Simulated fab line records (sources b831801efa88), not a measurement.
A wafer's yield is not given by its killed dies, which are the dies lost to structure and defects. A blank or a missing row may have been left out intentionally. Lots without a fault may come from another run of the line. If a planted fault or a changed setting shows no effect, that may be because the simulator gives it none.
One fault seen from 2 desks    flow gf180mcu    every desk sees just its own numbers, and what lay behind them comes last

## THE METROLOGY DESK
What the gauges read for every lot (on any tool): the sampled wafers with a number, averaged. Marked OUT: a lot whose mean sits more than 4 standard deviations from the usual mean, which makes it out of limits; the brackets give that distance.
Columns: A = STI_CVD_23_THK at GF_STI_THK_MEAS_24, usual 649 nm; B = MVSD_TW at GF_MVSD_TW_MEAS_11, usual 1592; C = cd nm at GF_POLY_GATE_CD_MEAS_18, usual 279.9 nm
lot   first seen here  A    B     C
L455  day 2 03:12      653  1595  278.8
L456  day 2 07:43      656  1601  282.8
L457  day 2 16:10      650  1605  280.9
L458  day 2 19:56      651  1609  280.3
L459  day 3 00:23      643  1605  282.9
L460  day 3 06:55      653  1585  279.6
L461  day 3 11:09      653  1592  281.3
L465  day 4 07:37      660  1596  280.1
L466  day 4 11:57      651  1596  280.1
L470  day 5 08:35      644  1609  280.8
L472  day 5 19:29      646  1586  280.1
L473  day 6 00:40      649  1588  282.4
L474  day 6 05:59      643  1582  279.6
L475  day 6 11:17      642  1578  279.8
This desk found nothing out of limits on any of the 14 lots.

## FOR THE TOOL OWNER'S DESK: furnace-01
The tool's own readings at GF_DUAL_GATE_OXIDATION_15 (stabilise 600 s, purge 300 s, target thk 7.098 nm): means of the sampled wafers that have a number, for each lot that ran on this tool. Marked OUT: a lot whose mean sits more than 4 standard deviations from the usual mean, which makes it out of limits; the brackets give that distance.
Columns: A = spike tc centre C at GF_DUAL_GATE_OXIDATION_15, usual 850.9 C; B = spike tc top C at GF_DUAL_GATE_OXIDATION_15, usual 861.6 C; C = spike tc upper C at GF_DUAL_GATE_OXIDATION_15, usual 848.9 C; D = zone power centre pct at GF_DUAL_GATE_OXIDATION_15, usual 16.77 %; E = zone power lower pct at GF_DUAL_GATE_OXIDATION_15, usual 17.02 %; F = zone power upper pct at GF_DUAL_GATE_OXIDATION_15, usual 15.2 %
lot   first seen here  A      B      C                D                E      F
L470  day 13 00:31     849.5  858.6  849.3            16.58            16.82  14.3
L472  day 13 05:59     854.3  863.3  815.0 (-34) OUT  22.10 (+24) OUT  16.11  3.4 (-18) OUT
L473  day 13 14:31     854.6  862.8  814.3 (-35) OUT  22.03 (+24) OUT  16.16  3.3 (-19) OUT
This desk's finding: out of limits on L472, L473; first on L472, day 13 05:59 (spike tc upper C at GF_DUAL_GATE_OXIDATION_15). In limits: L470.

## BROUGHT TOGETHER
The tool owner's desk could have raised an alarm at day 13 05:59, on L472, L473.
From the metrology desk's view, nothing was out of limits.
The metrology desk has L472, L473 on record, within its limits.
Of the lots named, all ran GF_DUAL_GATE_OXIDATION_15 on furnace-01.

## WHAT THE SIMULATOR HAD PUT IN
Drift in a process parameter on furnace-01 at GF_DUAL_GATE_OXIDATION_15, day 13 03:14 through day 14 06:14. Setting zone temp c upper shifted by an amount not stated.
Struck lots among those shown: L472, L473.
Hours from the fault's start to each desk's first reading out of limits: the tool owner's desk, 3.
